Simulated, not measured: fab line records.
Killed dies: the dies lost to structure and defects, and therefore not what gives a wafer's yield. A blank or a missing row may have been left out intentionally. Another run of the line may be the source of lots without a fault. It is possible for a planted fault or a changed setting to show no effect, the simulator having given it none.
fab line records + flow sky130
[record]
- lots = 5
- wafers = 14
- last-day = 50
route steps=708 shown METAL4@622 PAD_OPEN@708
lots untouched by any fault: they come from a run of this same line in which no faults occurred
start-h: hours from the record's first day to the start of the lot's first wafer shown + wait-h: hours from the lot's prior step to this one + " identical to the entry in the row above + L1.1+2: several wafers, shown together as one row + - no value, or no start was given + * or withheld: withheld + < > ~ a bound
route shown NAME@n: NAME is a module with steps in the file, n the number in the route of the first one + usual: mean/standard deviation taken from wafers without a fault + same: alike in all rows + chamber/n: place in a boat + sites: per-site readings + _std_site: how widely they spread, as a standard deviation + _edge_site: the outer-site mean with the inner-site mean subtracted + radius-mm: how far each site lies from the wafer's centre + mask NAME#n: copy n + behind: the most recent tool/chamber to have shaped the wafer + hold: what put the lot on hold/how long, in hours/how the hold closed + device: which transistor (n, p or np) failed to switch + end of line: tests of these same wafers at the route's end + a step with no rows: only its recipe + killed: count of dies lost to structure and defects at first sort (not the wafer's yield) + map: a wafer's dies, x killed, . not, _ none there
set.NAME: the setting that was run; set.NAME@STEP: the one run at that earlier step + model.NAME: the simulator's own value behind a step, which no gauge read
a table for each step, a row for each wafer; lots at some steps of the route
services: when a tool's chamber went out of use (start-h, in hours from the record's first day, below 0 if earlier), for how many hours, and the reason
[[steps]]
[step SKY_METAL4_HMDS_06]
[recipe]
- prime-time-s = 60
- prime-temp-c = 120
[step SKY_METAL4_COAT_07]
[recipe]
- resist = BARC
- temp-c = withheld
- time-s = withheld
- spin-rpm = 3000
- resist-thk-nm = 60
[step SKY_METAL4_COAT_08]
[recipe]
- resist = KrF-thick
- spin-rpm = 3000
- resist-thk-nm = 1140
[step SKY_METAL4_SOFTBAKE_09]
[recipe]
- temp-c = 100
- time-s = 90
- resist = KrF-thick
[step SKY_METAL4_EXPOSE_10]
[recipe]
- mask-id = MM4
- na = 0.68
- source-shape = annular
- sigma-inner = 0.4
- sigma-outer = 0.8
- target-cd-nm = 300
- dose-mj = 28
[step SKY_METAL4_PEB_11]
[recipe]
- peb-temp-c = withheld
- peb-time-s = withheld
- resist = KrF-thick
[step SKY_METAL4_DEVELOP_12]
[recipe]
- develop-time-s = 60
- resist = KrF-thick
- dev-temp-c = 21
[step SKY_METAL4_CD_MEAS_13]
[recipe]
- target-cd-nm = 300
[usual]
- cd-nm = 300.3/1.5
| lot.wafer | tool      | chamber | start-h | wait-h | cd-nm |
|-----------|-----------|---------|---------|--------|-------|
| L521.2    | cd-sem-02 | -       | 1016.86 | -      | 299.5 |
| L521.4    | "         | -       | "       | "      | 299.9 |
| L521.5    | "         | -       | "       | "      | 298.9 |
| L522.1    | cd-sem-02 | -       | 1022.42 | -      | 301.7 |
| L522.2    | "         | -       | "       | "      | 302.2 |
| L522.4    | "         | -       | "       | "      | 301.1 |
| L528.2    | cd-sem-01 | -       | 1055.49 | -      | 296.6 |
| L528.5    | "         | -       | "       | "      | 296.8 |
| L528.6    | "         | -       | "       | "      | 299.1 |
| L533.2    | cd-sem-02 | -       | 1089.16 | -      | 299.2 |
| L533.5    | "         | -       | "       | "      | 301.3 |
| L539.1    | cd-sem-02 | -       | 1123.63 | -      | 298.2 |
| L539.3    | "         | -       | "       | "      | 297.6 |
| L539.6    | "         | -       | "       | "      | 298.7 |
[step SKY_METAL4_OVL_MEAS_14]
[usual]
- METAL4_OVL = -3/5.5
| lot.wafer | tool       | chamber | start-h | wait-h | METAL4_OVL[nm] |
|-----------|------------|---------|---------|--------|----------------|
| L521.2    | overlay-01 | -       | 1016.97 | 0.1    | 5              |
| L521.4    | "          | -       | "       | "      | 8              |
| L521.5    | "          | -       | "       | "      | 0              |
| L522.1    | overlay-02 | -       | 1022.54 | 0.1    | -9             |
| L522.2    | "          | -       | "       | "      | -4             |
| L522.4    | "          | -       | "       | "      | -5             |
| L528.2    | overlay-01 | -       | 1055.60 | 0.1    | -5             |
| L528.5    | "          | -       | "       | "      | -10            |
| L528.6    | "          | -       | "       | "      | -13            |
| L533.2    | overlay-02 | -       | 1089.27 | 0.1    | 2              |
| L533.5    | "          | -       | "       | "      | -1             |
| L539.1    | overlay-02 | -       | 1123.75 | 0.1    | 0              |
| L539.3    | "          | -       | "       | "      | 1              |
| L539.6    | "          | -       | "       | "      | -3             |
[step SKY_METAL4_DESCUM_15]
[recipe]
- chemistry = O2
- source-power-w = 150
- bias-power-w = 0
- pressure-mtorr = 10
- temp-c = 40
- time-s = 8
[usual]
- drypump-motor-current-A = 5.6/0.37
- oes-product-au = 1.000/0.013
[same]
- time-s = 8
| lot.wafer | tool         | chamber | start-h | wait-h | drypump-motor-current-A | oes-product-au | rf-hours-counter-h |
|-----------|--------------|---------|---------|--------|-------------------------|----------------|--------------------|
| L521.2    | rie-metal-04 | 0       | 1017.01 | 0.0    | 5.7                     | 1.010          | -                  |
| L521.4    | "            | 0       | "       | "      | 5.7                     | 1.014          | -                  |
| L521.5    | "            | 0       | "       | "      | 5.7                     | 1.011          | -                  |
| L522.1    | rie-metal-03 | 0       | 1022.58 | 0.0    | 5.0                     | 0.988          | 9                  |
| L522.2    | "            | 1       | "       | "      | 6.1                     | 1.012          | 23                 |
| L522.4    | "            | 0       | "       | "      | 5.0                     | 0.995          | -                  |
| L528.2    | rie-metal-03 | 1       | 1055.63 | 0.0    | 6.2                     | 1.015          | 25                 |
| L528.5    | "            | 0       | "       | "      | 5.0                     | 0.991          | -                  |
| L528.6    | "            | 1       | "       | "      | 6.2                     | 1.021          | -                  |
| L533.2    | rie-metal-03 | 1       | 1089.30 | 0.0    | 6.2                     | 1.006          | 1                  |
| L533.5    | "            | 1       | "       | "      | 6.2                     | 1.014          | -                  |
| L539.1    | rie-metal-04 | 1       | 1123.78 | 0.0    | 5.7                     | 0.990          | 7                  |
| L539.3    | "            | 1       | "       | "      | 5.7                     | 0.989          | -                  |
| L539.6    | "            | 0       | "       | "      | 5.7                     | 1.011          | -                  |
[step SKY_METAL4_ETCH_16]
[recipe]
- chemistry = N2/H2
- target = BARC
- ion-energy-ev = 200
- bias-w = 100
- pressure-mtorr = 30
- n2-flow-sccm = 100
- h2-flow-sccm = 200
- icp-w = 500
- stop-on = SiO2
- time-s = 88.2
- target-depth-a = 600
[usual]
- drypump-motor-current-A = 5.6/0.37
- oes-product-au = 0.626/0.0047
- throttle-valve-pct = 13.204/0.0097
[same]
- time-s = 88.2
| lot.wafer | tool         | chamber | start-h | wait-h | drypump-motor-current-A | oes-product-au | rf-hours-counter-h | throttle-valve-pct |
|-----------|--------------|---------|---------|--------|-------------------------|----------------|--------------------|--------------------|
| L521.2    | rie-metal-04 | 0       | 1017.09 | 0.1    | 5.7                     | 0.634          | -                  | 13.207             |
| L521.4    | "            | 0       | "       | "      | 5.7                     | 0.627          | -                  | 13.192             |
| L521.5    | "            | 0       | "       | "      | 5.7                     | 0.634          | -                  | 13.216             |
| L522.1    | rie-metal-03 | 0       | 1022.61 | 0.0    | 5.0                     | 0.631          | 9                  | 13.200             |
| L522.2    | "            | 1       | "       | "      | 6.1                     | 0.623          | 23                 | 13.214             |
| L522.4    | "            | 0       | "       | "      | 5.0                     | 0.628          | -                  | 13.183             |
| L528.2    | rie-metal-03 | 1       | 1055.66 | 0.0    | 6.2                     | 0.622          | 25                 | 13.207             |
| L528.5    | "            | 0       | "       | "      | 5.0                     | 0.612          | -                  | 13.201             |
| L528.6    | "            | 1       | "       | "      | 6.2                     | 0.628          | -                  | 13.208             |
| L533.2    | rie-metal-03 | 1       | 1089.33 | 0.0    | 6.2                     | 0.624          | 1                  | 13.206             |
| L533.5    | "            | 1       | "       | "      | 6.1                     | 0.627          | -                  | 13.190             |
| L539.1    | rie-metal-04 | 1       | 1123.81 | 0.0    | 5.7                     | 0.634          | 7                  | 13.201             |
| L539.3    | "            | 1       | "       | "      | 5.7                     | 0.630          | -                  | 13.214             |
| L539.6    | "            | 0       | "       | "      | 5.7                     | 0.619          | -                  | 13.206             |
[step SKY_METAL4_ETCH_17]
[recipe]
- target = SiO2
- stop-on = TiN
- chemistry = C4F8/O2/Ar
- source-w = 1500
- bias-w = 1200
- pressure-mtorr = 40
- c4f8-flow-sccm = withheld
- O2_flow_sccm = 6
- Ar_flow_sccm = 300
- time-s = 3.9
- target-depth-a = 150
[usual]
- oes-product-au = 0.752/0.0062
[same]
- time-s = 3.9
| lot.wafer | tool        | chamber | start-h | wait-h | oes-product-au | rf-hours-counter-h |
|-----------|-------------|---------|---------|--------|----------------|--------------------|
| L521.2    | rie-diel-04 | 0       | 1017.26 | 0.1    | 0.739          | 13                 |
| L521.4    | "           | 1       | "       | "      | 0.747          | 15                 |
| L521.5    | "           | 1       | "       | "      | 0.743          | -                  |
| L522.1    | rie-diel-04 | 0       | 1022.71 | 0.1    | 0.754          | 13                 |
| L522.2    | "           | 2       | "       | "      | 0.755          | 27                 |
| L522.4    | "           | 1       | "       | "      | 0.765          | 15                 |
| L528.2    | rie-diel-04 | 0       | 1055.76 | 0.1    | 0.741          | 14                 |
| L528.5    | "           | 2       | "       | "      | 0.757          | -                  |
| L528.6    | "           | 1       | "       | "      | 0.748          | -                  |
| L533.2    | rie-diel-03 | 3       | 1089.43 | 0.1    | 0.744          | 17                 |
| L533.5    | "           | 0       | "       | "      | 0.760          | -                  |
| L539.1    | rie-diel-01 | 3       | 1123.91 | 0.1    | 0.748          | 19                 |
| L539.3    | "           | 2       | "       | "      | 0.755          | 18                 |
| L539.6    | "           | 2       | "       | "      | 0.757          | -                  |
[step SKY_METAL4_METAL_ETCH_18]
[recipe]
- target-depth-a = 8450
- stop-on = SiO2
- over-etch-frac = 0.3
- time-s = 183.1
- chemistry = Cl2/BCl3
- resist-sidewall-deg = 88
- pressure-mtorr = 10
- icp-w = 900
- bias-w = 48.5
- Cl2_flow_sccm = 60
- bcl3-flow-sccm = 30
[usual]
- drypump-motor-current-A = 5.5/0.37
- oes-product-au = 0.865/0.0055
- throttle-valve-pct = 22.264/0.0092
[same]
- over-etch-frac = 0.3
- time-s = 183.1
| lot.wafer | tool         | chamber | start-h | wait-h | drypump-motor-current-A | oes-product-au | rf-hours-counter-h | throttle-valve-pct | model.KrF-thick_of_METAL4_COAT_08.thk-nm | model.etch.depth-nm | model.METAL4.feature-depth-nm |
|-----------|--------------|---------|---------|--------|-------------------------|----------------|--------------------|--------------------|------------------------------------------|---------------------|-------------------------------|
| L521.2    | rie-metal-03 | 1       | 1017.28 | 0.0    | 6.2                     | 0.855          | 22                 | 22.286             | 509.2                                    | 852.4               | 852.4                         |
| L521.4    | "            | 0       | "       | "      | 5.0                     | 0.865          | -                  | 22.248             | 528.4                                    | 862.8               | 862.8                         |
| L521.5    | "            | 0       | "       | "      | 5.0                     | 0.874          | -                  | 22.257             | 531.5                                    | 870.5               | 870.5                         |
| L522.1    | rie-metal-01 | 0       | 1022.73 | 0.0    | 5.6                     | 0.865          | 17                 | 22.270             | 530.6                                    | 874.2               | 874.2                         |
| L522.2    | "            | 1       | "       | "      | 5.4                     | 0.859          | 11                 | 22.271             | 548.6                                    | 864.9               | 864.9                         |
| L522.4    | "            | 0       | "       | "      | 5.6                     | 0.865          | -                  | 22.254             | 531.7                                    | 868.8               | 868.8                         |
| L528.2    | rie-metal-01 | 0       | 1055.78 | 0.0    | 5.6                     | 0.867          | 19                 | 22.249             | 520.8                                    | 869.6               | 869.6                         |
| L528.5    | "            | 0       | "       | "      | 5.6                     | 0.861          | -                  | 22.243             | 518.2                                    | 864.8               | 864.8                         |
| L528.6    | "            | 1       | "       | "      | 5.4                     | 0.870          | -                  | 22.275             | 542.1                                    | 867.4               | 867.4                         |
| L533.2    | rie-metal-01 | 0       | 1089.45 | 0.0    | 5.6                     | 0.783          | 21                 | 22.262             | 709.3                                    | 725.3               | 725.3                         |
| L533.5    | "            | 0       | "       | "      | 5.6                     | 0.792          | -                  | 22.270             | 708.3                                    | 726.2               | 726.2                         |
| L539.1    | rie-metal-03 | 1       | 1123.93 | 0.0    | 6.1                     | 0.866          | 4                  | 22.256             | 512.2                                    | 877.4               | 877.4                         |
| L539.3    | "            | 0       | "       | "      | 5.0                     | 0.872          | -                  | 22.257             | 520.2                                    | 871.7               | 871.7                         |
| L539.6    | "            | 1       | "       | "      | 6.1                     | 0.871          | -                  | 22.277             | 507.3                                    | 874.9               | 874.9                         |
[step SKY_METAL4_STRIP_19]
[recipe]
- chemistry = O2/N2
- power-w = 1400
- pressure-mtorr = 1500
- platen-temp-c = withheld
- o2-flow-sccm = 3000
- n2-flow-sccm = 300
- overash-fraction = 0.5
[usual]
- drypump-motor-current-A = 5.59/0.21
- oes-product-au = 0.502/0.007
- strip-time-to-endpoint-s = 6.54/0.13
| lot.wafer | tool            | chamber | start-h | wait-h | drypump-motor-current-A | oes-product-au | rf-hours-counter-h | strip-time-to-endpoint-s |
|-----------|-----------------|---------|---------|--------|-------------------------|----------------|--------------------|--------------------------|
| L521.2    | plasma-asher-02 | 0       | 1017.46 | 0.1    | 5.35                    | 0.489          | 121                | 6.36                     |
| L521.4    | "               | 1       | "       | "      | 5.58                    | 0.507          | -                  | 6.54                     |
| L521.5    | "               | 1       | "       | "      | 5.59                    | 0.506          | -                  | 6.58                     |
| L522.1    | plasma-asher-04 | 0       | 1022.90 | 0.1    | 5.68                    | 0.503          | 89                 | 6.56                     |
| L522.2    | "               | 1       | "       | "      | 5.46                    | 0.507          | 89                 | 6.74                     |
| L522.4    | "               | 0       | "       | "      | 5.69                    | 0.499          | -                  | 6.56                     |
| L528.2    | plasma-asher-01 | 0       | 1055.95 | 0.1    | 5.45                    | 0.499          | 31                 | 6.48                     |
| L528.5    | "               | 1       | "       | "      | 5.96                    | 0.505          | -                  | 6.46                     |
| L528.6    | "               | 0       | "       | "      | 5.45                    | 0.501          | -                  | 6.69                     |
| L533.2    | plasma-asher-01 | 0       | 1089.63 | 0.1    | 5.47                    | 0.573          | 35                 | 8.33                     |
| L533.5    | "               | 0       | "       | "      | 5.47                    | 0.572          | -                  | 8.32                     |
| L539.1    | plasma-asher-01 | 0       | 1124.11 | 0.1    | 5.46                    | 0.499          | 38                 | 6.40                     |
| L539.3    | "               | 1       | "       | "      | 5.94                    | 0.504          | -                  | 6.47                     |
| L539.6    | "               | 0       | "       | "      | 5.46                    | 0.492          | -                  | 6.33                     |
[step SKY_METAL4_STRIP_20]
[recipe]
- chemistry = post-etch-residue-remover
- time-s = 1200
- temp-c = 72.5
[step SKY_PAD_OPEN_PROBE_99]
[usual]
- defect-limited-yield = 81.9/2
- killed_at_M0_to_M3 = 43/6.5
- killed_at_M4_up = 3.2/1.8
- killed-at-contacts = 26/5.2
- killed-at-front-end = 16/4.8
- killed-at-other = 0.3/0.6
- killed-dies = 89/9.6
- killed-on-rim = 17/3.7
- killed-open = 48/7.1
- killed-short = 40/6.4
- sort_bin_3_pad_short = 0.9/0.37
- sort_bin_5_function = 10.7/1.4
- sort_bin_6_memory = 6.5/1.2
- sort-n-pass = 403/9.6
- sort-yield-pct = 81.9/2
[same]
- gross-dies = 492
- killed-at-back-side = 0
- sort_bin_4_leakage[%] = 0
- sort_bin_8_speed[%] = 0
| lot.wafer | tool      | chamber | start-h | wait-h | defect-limited-yield[%] | killed_at_M0_to_M3 | killed_at_M4_up | killed-at-contacts | killed-at-front-end | killed-at-other | killed-dies | killed-on-rim | killed-open | killed-short | sort_bin_3_pad_short[%] | sort_bin_5_function[%] | sort_bin_6_memory[%] | sort-n-pass | sort-yield-pct[%] |
|-----------|-----------|---------|---------|--------|-------------------------|--------------------|-----------------|--------------------|---------------------|-----------------|-------------|---------------|-------------|--------------|-------------------------|------------------------|----------------------|-------------|-------------------|
| L533.2    | prober-02 | -       | 1171.85 | 0.1    | 0                       | 45                 | 403             | 25                 | 19                  | 0               | 492         | 96            | 51          | 40           | 0.8                     | 93.1                   | 6.1                  | 0           | 0                 |
| L533.5    | prober-02 | -       | 1172.00 | 0.2    | 0                       | 45                 | 398             | 35                 | 14                  | 0               | 492         | 96            | 50          | 50           | 1.0                     | 91.9                   | 7.1                  | 0           | 0                 |
// killed by level:class
L533.2 METAL4:area-etch=401 VIA1:geometric-particle:open=13 CONTACT:geometric-particle:open=9 METAL2:geometric-particle:short=8 VIA2:geometric-particle:open=7 FIELD_ISO:geometric-particle:short=6 CONTACT:geometric-particle:short=6 VIA3:geometric-particle:open=6
L533.5 METAL4:area-etch=392 CONTACT:geometric-particle:open=15 VIA1:geometric-particle:open=10 METAL2:geometric-particle:short=6 LI_CONTACT:geometric-particle:open=6 CONTACT:geometric-particle:short=6 METAL1:geometric-particle:short=6 VIA2:geometric-particle:open=6
// map L533.2 (x killed, . not)
__________xxxxxxxxxx_________
________xxxxxxxxxxxxxx_______
______xxxxxxxxxxxxxxxxxx_____
_____xxxxxxxxxxxxxxxxxxxx____
____xxxxxxxxxxxxxxxxxxxxxx___
___xxxxxxxxxxxxxxxxxxxxxxxx__
__xxxxxxxxxxxxxxxxxxxxxxxxxx_
_xxxxxxxxxxxxxxxxxxxxxxxxxxxx
_xxxxxxxxxxxxxxxxxxxxxxxxxxxx
_xxxxxxxxxxxxxxxxxxxxxxxxxxxx
_xxxxxxxxxxxxxxxxxxxxxxxxxxxx
_xxxxxxxxxxxxxxxxxxxxxxxxxxxx
_xxxxxxxxxxxxxxxxxxxxxxxxxxxx
_xxxxxxxxxxxxxxxxxxxxxxxxxxxx
_xxxxxxxxxxxxxxxxxxxxxxxxxxxx
__xxxxxxxxxxxxxxxxxxxxxxxxxx_
___xxxxxxxxxxxxxxxxxxxxxxxx__
____xxxxxxxxxxxxxxxxxxxxxx___
_____xxxxxxxxxxxxxxxxxxxx____
______xxxxxxxxxxxxxxxxxx_____
________xxxxxxxxxxxxxx_______
__________xxxxxxxxxx_________
// map L528.6 (x killed, . not)
__________.....x...._________
________.......x..x..._______
______.........x.....x.._____
_____.xx....x......x.x...____
____............x.x......x___
___.x...........x.....x....__
__x....x...xxxx...x........x_
_.....x...x.......x..........
_..xxx........x.x..x.xxx.....
_x.............x.............
_.x...x..x..x..........xxxx.x
_.....x................x.....
_.xx..x..x.xx.x.....xx...xx..
_...xx.x....x...x.xx........x
_....................x....x..
__.x..........x..xxx.....x.._
___.......xx..x........x...__
____x.xx.....x...x......xx___
_____......x...x.........____
______........x..x...x.._____
________...x.......x.._______
__________x.......x._________
[[services]]
| tool            | chamber | start-h | hours | kind           |
|-----------------|---------|---------|-------|----------------|
| rie-metal-04    | 1       | 994.35  | -     | clean          |
| rie-metal-04    | 1       | 994.35  | 27.3  | scheduled-down |
| rie-metal-04    | 1       | 994.35  | 27.3  | vent-cycle     |
| rie-metal-04    | -       | 998.82  | 0.6   | repair         |
| rie-diel-03     | 2       | 1026.15 | 22.1  | repair         |
| plasma-asher-04 | -       | 1051.77 | 4.3   | repair         |
| rie-metal-04    | -       | 1053.88 | 0.9   | repair         |
| plasma-asher-02 | -       | 1055.25 | 9.0   | pm             |
| plasma-asher-02 | 0       | 1055.25 | 9.0   | vent-cycle     |
| plasma-asher-02 | 1       | 1055.25 | 9.0   | vent-cycle     |
| rie-metal-03    | 1       | 1057.75 | -     | clean          |
| rie-metal-03    | 1       | 1057.75 | 20.1  | scheduled-down |
| rie-metal-03    | 1       | 1057.75 | 20.1  | vent-cycle     |
| plasma-asher-02 | 0       | 1064.25 | -     | clean          |
| plasma-asher-02 | 1       | 1064.25 | -     | clean          |
| plasma-asher-02 | -       | 1078.11 | 4.3   | pm             |
| rie-diel-03     | 1       | 1081.67 | 7.4   | repair         |
| rie-diel-01     | -       | 1095.53 | 0.4   | repair         |
| rie-metal-04    | 0       | 1096.18 | 17.8  | repair         |
| rie-diel-01     | 1       | 1110.20 | 18.9  | repair         |
| rie-diel-04     | 2       | 1121.66 | -     | clean          |
| rie-diel-04     | 2       | 1121.66 | 19.7  | scheduled-down |
| rie-diel-04     | 2       | 1121.66 | 19.7  | vent-cycle     |
[[key]]
[first-sign]
- step = SKY_METAL4_METAL_ETCH_18
- reading = oes-product-au
- direction = down
- sigmas = 14
- usual = 0.865
- struck = 0.788
[effect]
- step = SKY_METAL4_STRIP_19
- reading = strip-time-to-endpoint-s
- direction = up
- sigmas = 14
- usual = *
- struck = *
[effect]
- step = SKY_PAD_OPEN_PROBE_99
- reading = killed_at_M4_up
- direction = up
- sigmas = 99+
- usual = 3.2
- struck = 400.5
[model-effect]
- step = SKY_METAL4_METAL_ETCH_18
- value = KrF-thick_of_METAL4_COAT_08.thk-nm
- without = 520.5
- struck = 708.8
[more-kills-born-at]
- SKY_METAL4_METAL_ETCH_18@rie-metal-01 = 793
met-at SKY_METAL4_METAL_ETCH_18
struck-wafers L533.2,L533.5
later-rows-left-out L533.2,L533.5
onset-between 1055.78 1089.45
[fault]
- kind = process-parameter-drift
- tool = rie-metal-01
- chamber = -
- onset-h = 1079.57
- steps = SKY_METAL4_METAL_ETCH_18
- channel = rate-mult
- offset = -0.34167
- shape = step
- end-h = 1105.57
- scope = struck-wafers-only
// later-rows-left-out: the simulator's readings of these wafers behind a module that went badly wrong aren't trusted and aren't shown, but for the sort
